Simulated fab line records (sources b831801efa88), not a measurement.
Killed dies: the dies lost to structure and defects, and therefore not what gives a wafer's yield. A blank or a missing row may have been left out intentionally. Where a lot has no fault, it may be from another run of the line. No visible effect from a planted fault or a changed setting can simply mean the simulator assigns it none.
fab line records	flow sky130
[record] lots = 11	wafers = 33	last-day = 50
route steps=708 shown RES_PROTECT@208 CONTACT@406 METAL1@452 PAD_OPEN@708
lots untouched by any fault: they come from a run of this same line in which no faults occurred
start-h: the number of hours between the record's first day and the start of the first shown wafer of the lot	wait-h: hours since the lot's step before	" unchanged from the row above	L1.1+2: a row that stands for several wafers	- no value, or no start was given	* or withheld: withheld	< > ~ a bound
route shown NAME@n: NAME is a module with steps in the file, n the number in the route of the first one	usual: average and standard deviation across the fault-free wafers	same: alike in all rows	chamber/n: place in a boat	sites: readings site by site	_std_site: the values' standard deviation	_edge_site: inner sites' mean taken away from outer sites' mean	radius-mm: for every site, how far away it sits from the centre of the wafer	mask NAME#n: copy n	behind: the tool/chamber that last shaped the wafer	hold: reason for holding the lot/hours on hold/outcome of the hold	device: which transistor (n, p or np) failed to switch	end of line: the tests these same wafers got at the end of their route	where a step has no rows: the recipe by itself	killed: dies that structure and defects cost at the first sort, which is not the same as the wafer's yield	map: shows each die of a wafer: x if killed, . if not, _ if none is there
set.NAME: setting as actually run; set.NAME@STEP: the setting as run at that earlier step	model.NAME: the simulator's own value behind a step, which no gauge read
route steps across a sampled set of lots; one table per step, one row per wafer
services: a tool's chamber out of use, with start hour (start-h, from the record's first day; less than 0 if before it), hours out, and reason
[[steps]]
[step SKY_RES_PROTECT_COAT_02]
[recipe] resist = NOVOLAK	spin-rpm = 3000	resist-thk-nm = 1140
[usual] spin-speed-rpm = 3000.5/1.8
lot.wafer	tool	chamber	start-h	wait-h	spin-speed-rpm
L299.1	litho-track-01	0	352.16	0.1	3000.1
L299.5	"	0	"	"	3002.3
L299.6	"	0	"	"	3001.8
L304.2	litho-track-03	0	400.86	0.1	3000.2
L304.3	"	0	"	"	2997.4
L304.5	"	0	"	"	3000.3
L306.1	litho-track-03	0	416.18	0.1	2999.7
L306.3	"	0	"	"	2998.1
L306.6	"	0	"	"	3001.7
L307.3	litho-track-02	0	416.26	0.1	3000.8
L307.4	"	0	"	"	3001.3
L307.6	"	0	"	"	3000.5
L309.3	litho-track-03	0	445.63	0.1	3004.1
L309.5	"	0	"	"	3005.7
L309.6	"	0	"	"	3002.1
L313.2	litho-track-03	0	473.36	0.1	2802.3
L313.3	"	0	"	"	2803.2
L313.6	"	0	"	"	2804.8
L314.4	litho-track-03	0	483.81	0.1	2799.8
L314.5	"	0	"	"	2802.2
L314.6	"	0	"	"	2801.3
L315.3	litho-track-03	0	499.18	0.1	2803.3
L315.4	"	0	"	"	2801.7
L315.6	"	0	"	"	2803.3
L316.3	litho-track-02	0	509.61	0.1	2998.2
L316.4	"	0	"	"	3000.8
L316.5	"	0	"	"	3000.7
L317.3	litho-track-02	0	512.06	0.1	2998.5
L317.4	"	0	"	"	2998.8
L317.6	"	0	"	"	3000.4
L319.2	litho-track-02	0	520.03	0.1	2999.3
L319.3	"	0	"	"	2997.7
L319.5	"	0	"	"	2998.6
[step SKY_RES_PROTECT_STRIP_07]
[recipe] chemistry = O2/N2	power-w = 1400	pressure-mtorr = 1500	platen-temp-c = withheld	o2-flow-sccm = 3000	n2-flow-sccm = 300	overash-fraction = 0.5
[usual] drypump-motor-current-A = 5.5/0.55	oes-product-au = 0.518/0.0046	strip-time-to-endpoint-s = 23.31/0.04
lot.wafer	tool	chamber	start-h	wait-h	drypump-motor-current-A	oes-product-au	rf-hours-counter-h	strip-time-to-endpoint-s
L299.1	plasma-asher-01	0	366.56	0.1	6.8	0.523	26	23.28
L299.5	"	0	"	"	6.7	0.514	-	23.34
L299.6	"	1	"	"	5.8	0.505	-	23.34
L304.2	plasma-asher-01	1	416.03	0.1	5.8	0.522	31	23.25
L304.3	"	1	"	"	5.8	0.521	-	23.35
L304.5	"	0	"	"	6.8	0.512	-	23.33
L306.1	plasma-asher-02	0	431.78	0.1	5.3	0.528	61	23.38
L306.3	"	0	"	"	5.3	0.523	-	23.32
L306.6	"	0	"	"	5.3	0.519	-	23.34
L307.3	plasma-asher-03	1	431.84	0.1	5.3	0.515	-	23.25
L307.4	"	0	"	"	5.6	0.518	-	23.29
L307.6	"	0	"	"	5.6	0.520	-	23.27
L309.3	plasma-asher-03	1	460.79	0.1	5.3	0.515	-	23.37
L309.5	"	1	"	"	5.3	0.517	-	23.34
L309.6	"	0	"	"	5.6	0.522	-	23.32
L313.2	plasma-asher-02	1	489.38	0.1	5.1	0.528	67	23.68
L313.3	"	0	"	"	5.3	0.518	-	23.67
L313.6	"	1	"	"	5.1	0.517	-	23.69
L314.4	plasma-asher-01	1	499.24	0.1	5.8	0.519	-	23.72
L314.5	"	1	"	"	5.8	0.521	-	23.68
L314.6	"	0	"	"	6.8	0.521	-	23.72
L315.3	plasma-asher-03	0	514.32	0.1	5.6	0.520	-	23.71
L315.4	"	1	"	"	5.3	0.524	-	23.78
L315.6	"	1	"	"	5.3	0.525	-	23.74
L316.3	plasma-asher-02	1	524.92	0.1	5.0	0.517	-	23.33
L316.4	"	0	"	"	5.3	0.516	-	23.34
L316.5	"	1	"	"	5.1	0.523	-	23.33
L317.3	plasma-asher-02	0	526.74	0.1	5.3	0.521	-	23.26
L317.4	"	1	"	"	5.1	0.514	-	23.26
L317.6	"	0	"	"	5.3	0.524	-	23.31
L319.2	plasma-asher-02	0	535.31	0.1	5.3	0.522	72	23.32
L319.3	"	1	"	"	5.1	0.517	-	23.34
L319.5	"	0	"	"	5.3	0.512	-	23.35
[step SKY_CONTACT_CVD_00]
[recipe] material = Si3N4	target-thk-nm = 75	temp-c = 400	time-s = withheld	rf-w = 450
[usual] heater-power-outer-w = 431/49	heater-power-w = 713/71
lot.wafer	tool	chamber	start-h	wait-h	heater-power-outer-w	heater-power-w
L299.1	pecvd-03	0	730.59	0.0	378	680
L299.5	"	0	"	"	401	698
L299.6	"	1	"	"	405	707
L304.2	pecvd-01	2	782.49	0.0	519	751
L304.3	"	1	"	"	514	860
L304.5	"	2	"	"	496	752
L307.3	pecvd-03	2	794.72	0.0	412	752
L307.4	"	1	"	"	398	709
L307.6	"	2	"	"	412	755
L306.1	pecvd-02	0	795.67	0.0	531	737
L306.3	"	2	"	"	340	615
L306.6	"	0	"	"	520	765
L309.3	pecvd-01	1	820.63	0.0	392	690
L309.5	"	0	"	"	388	622
L309.6	"	2	"	"	495	744
L313.2	pecvd-01	1	842.31	0.0	498	834
L313.3	"	2	"	"	427	647
L313.6	"	0	"	"	416	624
L314.4	pecvd-03	2	848.09	0.0	417	754
L314.5	"	1	"	"	346	633
L314.6	"	0	"	"	447	743
L315.3	pecvd-01	2	859.72	0.0	495	748
L315.4	"	1	"	"	424	724
L315.6	"	2	"	"	482	756
L316.3	pecvd-01	0	872.40	0.0	410	627
L316.4	"	1	"	"	471	792
L316.5	"	0	"	"	415	626
L317.3	pecvd-02	2	875.01	0.0	419	747
L317.4	"	1	"	"	430	755
L317.6	"	0	"	"	465	663
L319.2	pecvd-03	1	878.20	0.0	366	676
L319.3	"	2	"	"	381	708
L319.5	"	0	"	"	457	780
[step SKY_CONTACT_CMP_04]
[recipe] material = SiO2	down-force-psi = 4	platen-rpm = 60	pad-velocity-m-s = 0.94248
[usual] edge-zone-pressure-frac = 1.000/0.005	motor-current-A = 11.4/1	platen-rpm = 60.01/0.041	time-to-endpoint-s = 81.7/2.8
lot.wafer	tool	chamber	start-h	wait-h	edge-zone-pressure-frac	motor-current-A	platen-rpm	time-to-endpoint-s
L299.1	cmp-01	2	730.81	0.1	0.998	11.0	60.07	81.5
L299.5	"	2	"	"	0.998	10.9	60.02	79.7
L299.6	"	3	"	"	0.995	10.3	59.93	84.6
L304.3	cmp-01	2	782.77	0.1	0.993	10.7	59.99	77.6
L304.2	"	0	"	"	0.998	12.4	59.97	80.5
L304.5	"	1	"	"	1.007	11.5	59.93	82.6
L307.3	cmp-01	0	794.94	0.0	0.997	12.3	60.11	80.4
L307.4	"	1	"	"	1.001	11.9	60.00	82.1
L307.6	"	1	"	"	1.004	12.1	59.93	82.8
L306.1	cmp-02	3	795.89	0.1	1.003	11.9	60.02	81.6
L306.3	"	0	"	"	1.004	10.8	59.97	84.9
L306.6	"	3	"	"	1.001	12.1	60.04	83.5
L309.3	cmp-02	0	820.90	0.1	1.002	11.3	60.03	82.3
L309.5	"	3	"	"	0.995	12.1	59.97	79.2
L309.6	"	0	"	"	1.002	10.4	60.04	81.3
L313.2	cmp-02	3	842.53	0.0	1.005	11.6	59.88	78.4
L313.3	"	2	"	"	1.009	10.8	60.00	79.0
L313.6	"	0	"	"	1.013	10.9	60.04	81.0
L314.4	cmp-02	3	848.29	0.0	0.997	11.7	60.00	80.0
L314.6	"	3	"	"	1.003	12.6	60.03	79.5
L314.5	"	0	"	"	1.001	11.2	59.98	80.0
L315.4	cmp-01	2	859.94	0.0	1.002	10.7	60.00	85.1
L315.3	"	1	"	"	1.000	12.4	59.95	89.3
L315.6	"	3	"	"	0.999	10.0	60.06	89.6
L316.4	cmp-02	0	872.62	0.0	0.999	11.3	59.99	82.7
L316.3	"	3	"	"	0.999	12.6	60.02	77.8
L316.5	"	0	"	"	1.005	11.5	59.99	78.9
L317.3	cmp-02	1	875.23	0.0	0.997	12.7	59.97	83.6
L317.4	"	3	"	"	1.000	12.0	59.97	81.5
L317.6	"	2	"	"	1.004	10.2	60.00	81.3
L319.2	cmp-01	1	878.42	0.0	0.997	12.1	60.04	82.0
L319.3	"	0	"	"	0.997	13.2	60.04	80.6
L319.5	"	2	"	"	1.001	10.7	60.05	80.1
[step SKY_METAL1_ETCH_18]
[recipe] chemistry = N2/H2	target = BARC	ion-energy-ev = 200	bias-w = 100	pressure-mtorr = 30	n2-flow-sccm = 100	h2-flow-sccm = 200	icp-w = 500	stop-on = SiO2	time-s = 45.9	target-depth-a = 600
[usual] drypump-motor-current-A = 5.6/0.56	he-backside-leak-sccm = 3.5/0.32	oes-product-au = 0.855/0.0048	throttle-valve-pct = 13.225/0.01
lot.wafer	tool	chamber	start-h	wait-h	drypump-motor-current-A	he-backside-leak-sccm	oes-product-au	rf-hours-counter-h	throttle-valve-pct
L299.1	rie-metal-01	0	786.79	0.0	6.4	3.6	0.859	11	13.220
L299.5	"	0	"	"	6.4	3.7	0.851	-	13.214
L299.6	"	1	"	"	4.9	3.6	0.855	-	13.218
L304.2	rie-metal-02	0	837.65	0.0	5.3	3.4	0.847	3	13.228
L304.3	"	0	"	"	5.3	3.5	0.854	-	13.221
L304.5	"	1	"	"	5.4	2.9	0.844	-	13.225
L307.3	rie-metal-02	0	850.71	0.0	5.3	3.4	0.853	-	13.226
L307.4	"	1	"	"	5.4	3.4	0.854	-	13.236
L307.6	"	0	"	"	5.3	3.6	0.845	-	13.215
L306.1	rie-metal-01	0	851.04	0.0	6.4	3.3	0.855	14	13.227
L306.3	"	1	"	"	4.9	3.6	0.851	-	13.228
L306.6	"	0	"	"	6.4	3.5	0.854	-	13.229
L309.3	rie-metal-02	0	875.76	0.0	5.3	3.4	0.857	-	13.218
L309.5	"	1	"	"	5.4	3.2	0.862	-	13.209
L309.6	"	0	"	"	5.3	3.5	0.860	-	13.227
L313.2	rie-metal-02	1	896.25	0.0	5.4	3.1	0.851	17	13.230
L313.3	"	1	"	"	5.4	3.3	0.851	-	13.234
L313.6	"	0	"	"	5.3	3.5	0.862	-	13.229
L314.4	rie-metal-03	0	902.12	0.0	6.2	3.3	0.856	-	13.212
L314.5	"	0	"	"	6.2	3.5	0.858	-	13.239
L314.6	"	1	"	"	5.5	3.5	0.861	-	13.225
L315.3	rie-metal-03	0	913.57	0.0	6.2	3.5	0.852	-	13.222
L315.4	"	1	"	"	5.5	3.5	0.850	-	13.236
L315.6	"	1	"	"	5.6	3.5	0.855	-	13.218
L316.3	rie-metal-01	1	925.72	0.1	4.9	3.6	0.854	-	13.211
L316.4	"	1	"	"	4.9	3.7	0.859	-	13.224
L316.5	"	1	"	"	4.9	3.6	0.855	-	13.235
L317.3	rie-metal-02	1	928.81	0.0	5.4	3.3	0.860	-	13.219
L317.4	"	0	"	"	5.3	3.3	0.854	-	13.221
L317.6	"	1	"	"	5.4	3.3	0.850	-	13.235
L319.2	rie-metal-01	1	931.60	0.1	4.9	3.6	0.854	-	13.225
L319.3	"	1	"	"	4.9	3.5	0.863	-	13.218
L319.5	"	1	"	"	4.9	3.5	0.850	-	13.209
[step SKY_PAD_OPEN_PROBE_99]
[usual] killed_at_M0_to_M3 = 44/7.2	killed_at_M4_up = 2.9/1.8	killed-at-contacts = 24/5.6	killed-at-front-end = 15/4.2	killed-at-other = 0.4/0.71	killed-dies = 86/9.2	killed-on-rim = 16/3.6	killed-open = 47/7.2	killed-short = 39/5.7
[same] gross-dies = 492	killed-at-back-side = 0
lot.wafer	tool	chamber	start-h	wait-h	killed_at_M0_to_M3	killed_at_M4_up	killed-at-contacts	killed-at-front-end	killed-at-other	killed-dies	killed-on-rim	killed-open	killed-short
L304.2	prober-02	-	1130.58	0.1	41	4	21	12	0	78	11	43	35
L304.3	prober-02	-	1130.63	0.2	41	1	26	15	1	84	13	45	39
L304.5	prober-02	-	1130.73	0.2	44	4	28	9	0	85	24	46	39
L306.1	prober-01	-	1144.57	0.1	47	3	29	22	0	101	22	63	37
L306.3	prober-01	-	1144.67	0.2	51	1	33	12	0	97	20	54	42
L306.6	prober-01	-	1144.82	0.2	48	3	27	17	0	95	18	51	44
L309.3	prober-01	-	1160.45	0.2	43	3	34	18	0	98	16	62	36
L309.5	prober-01	-	1160.55	0.2	48	3	21	13	1	86	16	41	45
L309.6	prober-01	-	1160.60	0.2	45	4	21	16	0	86	17	51	35
// killed by level:class
L304.2 VIA1:geometric-particle:open=11 CONTACT:geometric-particle:open=8 VIA1:geometric-particle:short=6 POLY_GATE:geometric-particle:short=4 LI_CONTACT:geometric-particle:open=4 VIA3:geometric-particle:open=4 METAL2:geometric-particle:short=4 VIA2:geometric-particle:open=4
L304.3 CONTACT:geometric-particle:open=10 VIA1:geometric-particle:short=8 VIA3:geometric-particle:open=8 VIA1:geometric-particle:open=7 LI_CONTACT:geometric-particle:open=7 FIELD_ISO:geometric-particle:open=5 METAL2:geometric-particle:short=5 METAL1:geometric-particle:short=3
L304.5 VIA1:geometric-particle:open=15 CONTACT:geometric-particle:open=10 LI_CONTACT:geometric-particle:open=8 VIA1:geometric-particle:short=8 CONTACT:geometric-particle:short=7 METAL3:geometric-particle:short=7 FIELD_ISO:geometric-particle:short=3 VIA3:geometric-particle:open=3
L306.1 VIA2:geometric-particle:open=14 LI_CONTACT:geometric-particle:open=11 METAL1:geometric-particle:short=11 VIA3:geometric-particle:open=9 VIA1:geometric-particle:open=7 LOCAL_INTERCONNECT:geometric-particle:short=6 CONTACT:geometric-particle:open=6 FIELD_ISO:geometric-particle:open=4
L306.3 VIA1:geometric-particle:open=17 METAL2:geometric-particle:short=11 CONTACT:geometric-particle:open=7 VIA3:geometric-particle:open=7 LI_CONTACT:geometric-particle:open=6 LOCAL_INTERCONNECT:geometric-particle:short=6 LI_CONTACT:geometric-particle:short=5 CONTACT:geometric-particle:short=5
L306.6 VIA3:geometric-particle:open=11 POLY_GATE:geometric-particle:open=7 LI_CONTACT:geometric-particle:open=7 CONTACT:geometric-particle:open=7 VIA1:geometric-particle:open=7 VIA2:geometric-particle:short=7 METAL2:geometric-particle:short=6 CONTACT:geometric-particle:short=5
L309.3 LI_CONTACT:geometric-particle:open=14 CONTACT:geometric-particle:open=10 VIA1:geometric-particle:open=10 VIA1:geometric-particle:short=8 VIA2:geometric-particle:open=7 METAL1:geometric-particle:short=5 VIA3:geometric-particle:open=4 FIELD_ISO:geometric-particle:short=4
L309.5 METAL2:geometric-particle:short=8 VIA3:geometric-particle:open=8 VIA2:geometric-particle:open=7 VIA1:geometric-particle:open=6 METAL1:geometric-particle:short=6 POLY_GATE:geometric-particle:short=5 LI_CONTACT:geometric-particle:open=5 LOCAL_INTERCONNECT:geometric-particle:short=5
L309.6 VIA1:geometric-particle:open=12 VIA1:geometric-particle:short=9 VIA3:geometric-particle:open=8 VIA2:geometric-particle:open=7 LI_CONTACT:geometric-particle:open=6 CONTACT:geometric-particle:open=6 FIELD_ISO:geometric-particle:short=4 FIELD_ISO:geometric-particle:open=4
[[services]]
tool	chamber	start-h	hours	kind
cmp-02	-	331.39	4.0	pm
cmp-02	-	399.32	0.7	repair
cmp-02	-	404.00	4.0	pm
cmp-01	-	405.98	8.5	repair
cmp-01	-	409.48	9.2	repair
pecvd-01	-	433.31	0.5	repair
pecvd-01	-	433.81	1.1	repair
cmp-02	-	436.74	0.9	repair
pecvd-01	2	439.91	3.8	repair
pecvd-01	-	460.85	16.4	repair
cmp-01	-	476.23	20.1	repair
cmp-02	-	493.89	1.3	repair
cmp-02	-	553.30	5.1	pm
cmp-02	-	582.40	1.6	repair
cmp-02	-	613.04	0.5	repair
cmp-02	-	678.75	1.9	repair
cmp-02	-	744.00	4.0	pm
cmp-02	-	753.75	0.5	repair
cmp-02	-	808.60	0.2	repair
cmp-02	-	860.85	1.1	repair
cmp-02	-	884.59	10.6	pm
cmp-02	-	901.34	0.9	repair
cmp-02	-	919.82	1.0	repair
cmp-02	-	922.38	6.5	pm
[[key]]
[first-sign] step = SKY_RES_PROTECT_COAT_02	reading = spin-speed-rpm	direction = down	sigmas = 99+	usual = 3000.5	struck = 2802.4
[effect] step = SKY_RES_PROTECT_STRIP_07	reading = strip-time-to-endpoint-s	direction = up	sigmas = 10	usual = *	struck = *
met-at SKY_RES_PROTECT_COAT_02
struck-lots L313,L314,L315
tester-left-out L313,L314,L315
not-acting-at SKY_CONTACT_CVD_00,SKY_CONTACT_CMP_04,SKY_METAL1_ETCH_18
onset-between 445.63 473.36
[fault] kind = process-parameter-drift	tool = litho-track-03	chamber = -	onset-h = 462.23	steps = SKY_RES_PROTECT_COAT_02	channel = spin-rpm	offset = -199.32	shape = step	end-h = 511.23	acts-in = these-recipes-only	stated = 3000
// tester-left-out: of these lots the tester's yield and bins aren't shown, on N5 and GAA mostly nor the transistor test; their killed dies are dies lost to structure and defects alone, not to doping, threshold or leakage, so they don't give the yield
